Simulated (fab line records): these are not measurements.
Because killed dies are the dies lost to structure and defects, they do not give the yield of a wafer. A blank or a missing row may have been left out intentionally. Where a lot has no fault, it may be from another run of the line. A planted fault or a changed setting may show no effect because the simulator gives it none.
A struck lot beside a sound one / flow sky130 / 35 out of 708 route steps
Sound: these wafers, L821.2, L821.5, L821.6. Struck: wafers L831.1, L831.2, L831.4. The cause is named last.
Per side, at each step with rows, come the tool, then ch with its chambers, and then its first start. Under that, the readings that differ: sound wafers / struck wafers / difference of the means / sigmas: that difference in standard deviations of wafers without a fault.
alike: words and numbers the same on both sides, and readings whose means are apart by under 2 such deviations; not compared: readings that were withheld, readings missing a value for some wafer, numbers with overlapping values and no deviation given by the record, and bounds like >300 which may hide the same value.
A row with sigmas, a row that says differs or no value, or rows on one side alone: a step with any of these is where the two part. Non-overlapping numbers with no deviation appear without sigmas and do not part them. Lack of a reading on every wafer of one side parts them only where that side has two or more wafers.

first, 10 steps without rows for these wafers: SKY_VIA1_SOFTBAKE_08 (time 90 s); SKY_VIA1_EXPOSE_09 (exposes mask VIM, target cd 150 nm); SKY_VIA1_PEB_10; SKY_VIA1_DEVELOP_11 (develop time 60 s); SKY_VIA1_ETCH_14 (etches BARC in N2/H2, stops on SiO2, time 45.9 s, target depth 60 nm); SKY_VIA1_ETCH_15 (etches SiO2 in C4F8/O2/Ar, stops on TiN, target depth 351 nm, time 54 s); SKY_VIA1_STRIP_16 (strips in O2/N2); SKY_VIA1_STRIP_17 (strips in post etch residue remover, time 1200 s); SKY_VIA1_CLEAN_18 (cleans in IPA, time 180 s); SKY_VIA1_CLEAN_19 (cleans in O3/DIW).
SKY_VIA1_SPUTTER_20: material TiN, target thk 20 nm, time 80 s.
  struck on pvd sputter-03, day 39 20:07; sound on pvd sputter-03, day 36 20:44
  alike: throttle valve pct
then, 23 steps without rows for these wafers: SKY_VIA1_CVD_21 (deposits W, target thk 270 nm, time 80.902 s); SKY_VIA1_CMP_24 (polishes, stops on SiO2, t overpolish 15 s, target thk 0 nm); SKY_METAL2_SPUTTER_00 (material Ti, target thk 15 nm, time 10 s); SKY_METAL2_SPUTTER_01 (material TiN, target thk 20 nm, time 16.7 s); SKY_METAL2_SPUTTER_02 (material AlCu, target thk 250 nm, time 13.3 s); SKY_METAL2_SPUTTER_03 (material Ti, target thk 5 nm, time 3.3 s); SKY_METAL2_SPUTTER_04 (material TiN, target thk 70 nm, time 58.3 s); SKY_METAL2_DEHYDRATE_07 (time 60 s); SKY_METAL2_HMDS_08 (prime time 60 s); SKY_METAL2_COAT_09 (resist thk 60 nm); SKY_METAL2_COAT_10 (resist thk 450 nm); SKY_METAL2_SOFTBAKE_11 (time 90 s); SKY_METAL2_EXPOSE_12 (exposes mask MM2, target cd 140 nm); SKY_METAL2_PEB_13; SKY_METAL2_DEVELOP_14 (develop time 60 s); SKY_METAL2_DESCUM_17 (chemistry O2, time 8 s); SKY_METAL2_ETCH_18 (etches BARC in N2/H2, stops on SiO2, time 45.9 s, target depth 60 nm); SKY_METAL2_METAL_ETCH_19 (etches the open film in Cl2/BCl3, stops on SiO2, target depth 360 nm, time 78 s); SKY_METAL2_STRIP_20 (strips in O2/N2); SKY_METAL2_STRIP_21 (strips in post etch residue remover, time 1200 s); SKY_METAL2_CLEAN_22 (cleans in IPA, time 180 s); SKY_METAL2_CLEAN_23 (cleans in O3/DIW); SKY_VIA2_HDPCVD_00 (deposits SiO2, target thk 1180 nm, time 196.7 s).
-- the record jumps here: 10 days lie between the struck wafers' starts before and after (it left off in module VIA2 and takes up again in module PAD_OPEN, whose first step shown is number 708 of the route) --
SKY_PAD_OPEN_PROBE_99:
  struck on prober-02, day 49 21:13; sound on prober-02, day 47 22:12
reading=defect limited yield (%); sound=82.1 81.1 83.3; struck=74.6 71.5 78.3; difference=-7.4; sigmas=-4
reading=killed_at_M0_to_M3; sound=48 53 40; struck=98 97 78; difference=+44; sigmas=+6
reading=killed dies; sound=88 93 82; struck=125 140 107; difference=+36; sigmas=+4
reading=sort_bin_3_pad_short (%); sound=0.8 0.6 0.8; struck=2.8 3.7 2.6; difference=+2.3; sigmas=+6
reading=sort_bin_5_function (%); sound=9.3 10.8 8.7; struck=16.5 17.5 13.4; difference=+6.2; sigmas=+4
reading=sort n pass; sound=404 399 410; struck=367 352 385; difference=-36; sigmas=-4
reading=sort yield pct (%); sound=82.1 81.1 83.3; struck=74.6 71.5 78.3; difference=-7.4; sigmas=-4
reading=model.etest.tester.sort n pass; sound=404 399 410; struck=367 352 385; difference=-36; sigmas=
reading=model.etest.tester.sort yield pct (%); sound=82.11 81.1 83.33; struck=74.59 71.54 78.25; difference=-7.39; sigmas=
reading=model.etest.tester.sort_bin_5_pct (%); sound=9.35 10.77 8.74; struck=16.46 17.48 13.41; difference=+6.16; sigmas=
reading=model.etest.tester.sort_bin_3_pct (%); sound=0.813 0.6098 0.813; struck=2.846 3.659 2.642; difference=+2.304; sigmas=
  alike: killed_at_M4_up, killed at contacts, killed at front end, killed at other, killed open, killed short, sort_bin_6_memory

WHERE THEY PART
Within this record, at SKY_PAD_OPEN_PROBE_99 only.

WHY: whatever the simulator had introduced
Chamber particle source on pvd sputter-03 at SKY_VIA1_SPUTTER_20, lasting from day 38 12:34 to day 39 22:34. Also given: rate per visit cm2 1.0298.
